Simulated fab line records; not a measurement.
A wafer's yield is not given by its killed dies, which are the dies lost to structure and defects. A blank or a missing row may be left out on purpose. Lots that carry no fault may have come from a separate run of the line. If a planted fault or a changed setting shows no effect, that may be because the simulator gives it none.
A lot that was struck, set against a sound lot ; flow gf180mcu ; 14 steps out of a route of 602
Sound: wafers L211.2, L211.3, L211.4. Struck: wafers L228.2, L228.3, L228.5. The cause is named last.
For every step that has rows: the tool of each side, followed by ch and its chambers, followed by its first start. Under that, the readings that differ: sound wafers ; struck wafers ; difference of the means ; sigmas: that difference in standard deviations of wafers without a fault.
alike: a reading whose means differ by less than 2 such deviations, as well as words and numbers matching on both sides. not compared: withheld readings; readings where some wafer has no value; bounds like >300 that might hide an equal value; numbers whose values overlap and for which the record gives no deviation.
Wherever a step has rows on one side only, a row that says differs or no value, or a row with sigmas, the two part there. Numbers that don't overlap but have no deviation are shown without sigmas and don't part them. Lack of a reading on every wafer of one side parts them only where that side has two or more wafers.

first, 1 step without rows for these wafers: GF_V2_CMP_26 (polishes, stops on SiO2, t overpolish 15 s, target thk 0 nm).
GF_M3_SPUTTER_00: material Ti, target thk 37.5 nm, time 150 s.
  sound on pvd_sputter-01 at day 21 17:00; struck on pvd_sputter-02 at day 27 13:11
  alike: throttle_valve_pct
GF_M3_SPUTTER_01: material TiN, target thk 30 nm, time 25 s.
  sound on pvd_sputter-01 at day 21 17:06; struck on pvd_sputter-02 at day 27 13:17
  alike: throttle_valve_pct
GF_M3_SPUTTER_02: material AlCu, target thk 450 nm, time 23.9 s.
  sound on pvd_sputter-01 at day 21 17:08; struck on pvd_sputter-02 at day 27 13:19
  alike: throttle_valve_pct
GF_M3_SPUTTER_03: material Ti, target thk 10 nm, time 6.7 s.
  sound on pvd_sputter-01 at day 21 17:10; struck on pvd_sputter-02 at day 27 13:20
  alike: throttle_valve_pct
GF_M3_SPUTTER_04: material TiN, target thk 50 nm, time 41.7 s.
  sound on pvd_sputter-01 at day 21 17:11; struck on pvd_sputter-02 at day 27 13:22
  alike: throttle_valve_pct
GF_M3_RS_MEAS_05: a four-point-probe measurement.
  sound on film_metro-04 at day 21 17:14; struck on film_metro-01 at day 27 13:25
  alike: M3_ALCU_RS
GF_M3_THK_MEAS_06: measures by xrf.
  sound on film_metro-04 at day 21 17:21; struck on film_metro-01 at day 27 13:32
  alike: M3_ALCU_THK
then, 4 steps without rows for these wafers: GF_M3_DEHYDRATE_07 (time 60 s); GF_M3_HMDS_08 (prime time 60 s); GF_M3_COAT_09 (resist thk 1000 nm); GF_M3_SOFTBAKE_10 (time 60 s).
GF_M3_EXPOSE_11: exposes mask Metal3, target cd 280 nm.
  sound on krf_scanner-01 ch 0, day 22 05:32; struck on krf_scanner-02, day 27 23:47
  no value came back on the struck wafers for exposure_dose_mJ_cm2, focus_offset_nm (nm), sigma_outer; on the sound wafers exposure_dose_mJ_cm2 reads 28.011 28.002 27.996
  alike: mask
then, 1 step without rows for these wafers: GF_M3_PEB_12 (peb time 90 s).

## WHERE THEY PART
At GF_M3_EXPOSE_11 and nowhere else, as far as this record goes.

WHY: the cause the simulator had injected
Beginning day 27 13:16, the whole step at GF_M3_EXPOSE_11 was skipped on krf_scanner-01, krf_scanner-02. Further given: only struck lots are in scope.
